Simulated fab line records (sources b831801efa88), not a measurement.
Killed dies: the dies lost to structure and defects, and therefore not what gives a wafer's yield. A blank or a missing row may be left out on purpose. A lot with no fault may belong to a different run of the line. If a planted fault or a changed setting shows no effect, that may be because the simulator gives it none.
Which tool did it? | flow gf180mcu | Sampling: 12 lots, 34 wafers, 6 of 602 route steps

## WHAT THE GAUGES READ, wafer by wafer
GF_V5_CD_MEAS_14: target cd 260 nm. Usual: 259.7 nm for cdNm, sd 1.2.
lot  | measured     | on       | cdNm (nm)         | flag
L138 | day 27 02:55 | cdSem-02 | 259.9 259.8 260.2 | 
L139 | day 27 13:35 | cdSem-02 | 258.9 259.5 259.5 | 
L140 | day 27 20:34 | cdSem-01 | 259.3 258.6 259.4 | 
L141 | day 28 05:07 | cdSem-02 | 257.6 258.8 257.7 | 
L143 | day 28 21:27 | cdSem-02 | 259.5 260.0 259.3 | 
L144 | day 29 00:57 | cdSem-02 | 260.2 259.2 259.5 | 
L153 | day 31 14:55 | cdSem-01 | 260.1 259.2       | 
L154 | day 31 19:32 | cdSem-01 | 259.1 260.1       | 
L155 | day 32 00:13 | cdSem-01 | 258.8 258.6 258.7 | 
L156 | day 32 08:25 | cdSem-02 | 257.5 258.1 259.0 | 
L157 | day 32 18:49 | cdSem-01 | 260.3 259.5 260.5 | 
L159 | day 33 03:12 | cdSem-02 | 261.3 261.5 259.9 | 

GF_TOP_METAL_RS_MEAS_05: the measuring method here is four-point-probe. Usual: for TOP_METAL_ALCU_RS the level is 0.0327 ohm/sq and the standard deviation is 0.00033.
lot  | measured     | on           | TOP_METAL_ALCU_RS (ohm/sq) | flag
L138 | day 27 04:40 | filmMetro-02 | 0.0333 0.0333 0.0331       | 
L139 | day 27 15:44 | filmMetro-03 | 0.0324 0.0327 0.0324       | 
L140 | day 27 22:25 | filmMetro-02 | 0.0332 0.0328 0.0328       | 
L141 | day 28 06:58 | filmMetro-03 | 0.0330 0.0331 0.0332       | 
L143 | day 28 23:13 | filmMetro-03 | 0.0323 0.0322 0.0323       | 
L144 | day 29 02:42 | filmMetro-04 | 0.0325 0.0325 0.0327       | 
L153 | day 31 16:41 | filmMetro-02 | 0.0329 0.0214              | OFF
L154 | day 31 21:19 | filmMetro-04 | 0.0215 0.0215              | OFF
L155 | day 32 02:14 | filmMetro-03 | 0.0329 0.0329 0.0329       | 
L156 | day 32 10:10 | filmMetro-02 | 0.0325 0.0326 0.0327       | 
L157 | day 32 20:55 | filmMetro-03 | 0.0329 0.0329 0.0330       | 
L159 | day 33 05:04 | filmMetro-03 | 0.0324 0.0326 0.0328       | 

GF_TOP_METAL_THK_MEAS_06: measures by xrf. Usual: for TOP_METAL_ALCU_THK the level is 902 nm and the standard deviation is 10.
lot  | measured     | on           | TOP_METAL_ALCU_THK (nm) | flag
L138 | day 27 04:47 | filmMetro-02 | 878 879 888             | 
L139 | day 27 15:50 | filmMetro-03 | 913 908 913             | 
L140 | day 27 22:32 | filmMetro-02 | 890 896 891             | 
L141 | day 28 07:05 | filmMetro-03 | 900 898 896             | 
L143 | day 28 23:20 | filmMetro-03 | 921 925 921             | 
L144 | day 29 02:48 | filmMetro-04 | 914 912 909             | 
L153 | day 31 16:48 | filmMetro-02 | 893 1360                | OFF
L154 | day 31 21:25 | filmMetro-04 | 1369 1375               | OFF
L155 | day 32 02:20 | filmMetro-03 | 902 899 901             | 
L156 | day 32 10:17 | filmMetro-02 | 910 901 903             | 
L157 | day 32 21:02 | filmMetro-03 | 900 899 897             | 
L159 | day 33 05:11 | filmMetro-03 | 911 906 905             | 

GF_TOP_METAL_OVL_MEAS_15. Usual: for TOP_METAL_OVL the level is 0.5 nm and the standard deviation is 1.3.
lot  | measured     | on         | TOP_METAL_OVL (nm) | flag
L138 | day 28 00:31 | overlay-02 | 1.0 -0.7 0.9       | 
L139 | day 28 11:47 | overlay-02 | -0.9 0.4 1.5       | 
L140 | day 28 17:38 | overlay-01 | -1.0 0.0 2.1       | 
L141 | day 29 01:41 | overlay-02 | 0.0 0.9 0.4        | 
L143 | day 29 17:59 | overlay-01 | 2.7 0.9 3.7        | 
L144 | day 29 21:08 | overlay-02 | 0.8 -1.4 -0.7      | 
L153 | day 32 09:19 | overlay-02 | -0.2 -0.8          | 
L154 | day 32 13:59 | overlay-02 | 1.3 0.2            | 
L155 | day 32 18:35 | overlay-01 | -0.2 -0.8 0.1      | 
L156 | day 33 01:52 | overlay-02 | -0.6 -2.1 -1.9     | 
L157 | day 33 12:11 | overlay-01 | 1.2 -0.9 -0.2      | 
L159 | day 33 20:08 | overlay-01 | -1.9 -0.1 -0.5     | 

## EACH LOT AND THE TOOL THAT RAN IT (in order: tool; ch and the chambers of the sampled wafers; start)
lot  | GF_TOP_METAL_SPUTTER_02     | GF_TOP_METAL_SPUTTER_03
L138 | pvdSputter-02, day 27 04:34 | pvdSputter-02, day 27 04:37
L139 | pvdSputter-04, day 27 15:37 | pvdSputter-04, day 27 15:39
L140 | pvdSputter-02, day 27 22:19 | pvdSputter-02, day 27 22:22
L141 | pvdSputter-02, day 28 06:53 | pvdSputter-02, day 28 06:56
L143 | pvdSputter-04, day 28 23:07 | pvdSputter-04, day 28 23:10
L144 | pvdSputter-01, day 29 02:34 | pvdSputter-01, day 29 02:37
L153 | pvdSputter-04, day 31 16:35 | pvdSputter-04, day 31 16:38
L154 | pvdSputter-04, day 31 21:10 | pvdSputter-04, day 31 21:13
L155 | pvdSputter-02, day 32 02:07 | pvdSputter-02, day 32 02:10
L156 | pvdSputter-01, day 32 10:05 | pvdSputter-01, day 32 10:07
L157 | pvdSputter-01, day 32 20:49 | pvdSputter-01, day 32 20:51
L159 | pvdSputter-01, day 33 04:59 | pvdSputter-01, day 33 05:01
- GF_TOP_METAL_SPUTTER_02: material AlCu, target thk 900 nm, time 47.82 s.
- GF_TOP_METAL_SPUTTER_03: material Ti, target thk 5 nm, time 3.3 s.

## AS READ BY THE TOOLS THEMSELVES (means over the sampled wafers that have a number; for cases with no such wafer, the mark the record gives instead)
GF_TOP_METAL_SPUTTER_02. Usual: cathodeDcPowerW 10600 W, standard deviation 2; chamberPressurePa 0.2999 Pa, standard deviation 0.00061; throttleValvePct 29.7 %, standard deviation 0.84.
lot  | tool          | cathodeDcPowerW (W) | chamberPressurePa (Pa) | throttleValvePct (%) | flag
L138 | pvdSputter-02 | 10601               | 0.3000                 | 29.9                 | 
L139 | pvdSputter-04 | 10599               | 0.2995                 | 29.7                 | 
L140 | pvdSputter-02 | 10600               | 0.2998                 | 29.3                 | 
L141 | pvdSputter-02 | 10598               | 0.3001                 | 29.4                 | 
L143 | pvdSputter-04 | 10600               | 0.3002                 | 29.5                 | 
L144 | pvdSputter-01 | 10600               | 0.3000                 | 29.5                 | 
L153 | pvdSputter-04 | 10599               | 0.3000                 | 29.5                 | 
L154 | pvdSputter-04 | 10599               | 0.3001                 | 30.1                 | 
L155 | pvdSputter-02 | 10601               | 0.2999                 | 29.9                 | 
L156 | pvdSputter-01 | 10602               | 0.3002                 | 30.4                 | 
L157 | pvdSputter-01 | 10599               | 0.2988                 | 29.0                 | 
L159 | pvdSputter-01 | 10599               | 0.2996                 | 29.4                 | 

GF_TOP_METAL_SPUTTER_03. Usual: cathodeDcPowerW 3000.0 W, standard deviation 0.53; chamberPressurePa 0.3001 Pa, standard deviation 0.0006; throttleValvePct 29.8 %, standard deviation 0.86.
lot  | tool          | cathodeDcPowerW (W) | chamberPressurePa (Pa) | throttleValvePct (%) | flag
L138 | pvdSputter-02 | 3000.2              | 0.3006                 | 29.9                 | 
L139 | pvdSputter-04 | 3000.4              | 0.3001                 | 29.6                 | 
L140 | pvdSputter-02 | 2999.8              | 0.3001                 | 29.3                 | 
L141 | pvdSputter-02 | 3000.0              | 0.3001                 | 29.5                 | 
L143 | pvdSputter-04 | 2999.5              | 0.2997                 | 29.3                 | 
L144 | pvdSputter-01 | 2999.6              | 0.3003                 | 29.3                 | 
L153 | pvdSputter-04 | 2999.8              | 0.3000                 | 29.5                 | 
L154 | pvdSputter-04 | 3000.0              | 0.3004                 | 30.1                 | 
L155 | pvdSputter-02 | 2999.8              | 0.3005                 | 29.8                 | 
L156 | pvdSputter-01 | 3000.0              | 0.3001                 | 30.3                 | 
L157 | pvdSputter-01 | 3000.0              | 0.2996                 | 29.0                 | 
L159 | pvdSputter-01 | 2999.5              | 0.2994                 | 29.5                 | 

## THE ANSWER, worked out from the rows above alone
Rule: a lot is off if the mean of its wafers that have a number lies more than 3 standard deviations from the usual mean. A lot without any number at a reading at which 4 lots or more have one is off too. Where the step has rows for the other lots, those lots are counted as sound. The gauges are gone through in route order, then the tools' own readings, and for those a lot's mean is taken as printed above. At the first step where some lot is off, the reading lying furthest off is the one used; lots without a number count as furthest.
Off: L153, L154, at GF_TOP_METAL_RS_MEAS_05 (TOP_METAL_ALCU_RS).
If a tool, at a process step before that reading, ran all the lots that are off and no sound lot after the first of them, it fits. Gauges at GF_TOP_METAL_RS_MEAS_05: tried the same way as those tools. One fits: pvdSputter-04 at GF_TOP_METAL_SPUTTER_02 and GF_TOP_METAL_SPUTTER_03. At GF_TOP_METAL_SPUTTER_02 its last sound lot is L143 (day 28 23:07), its first lot that is off L153 (day 31 16:35): a fault that began between those two fits.

## WHAT THE SIMULATOR HAD INSERTED
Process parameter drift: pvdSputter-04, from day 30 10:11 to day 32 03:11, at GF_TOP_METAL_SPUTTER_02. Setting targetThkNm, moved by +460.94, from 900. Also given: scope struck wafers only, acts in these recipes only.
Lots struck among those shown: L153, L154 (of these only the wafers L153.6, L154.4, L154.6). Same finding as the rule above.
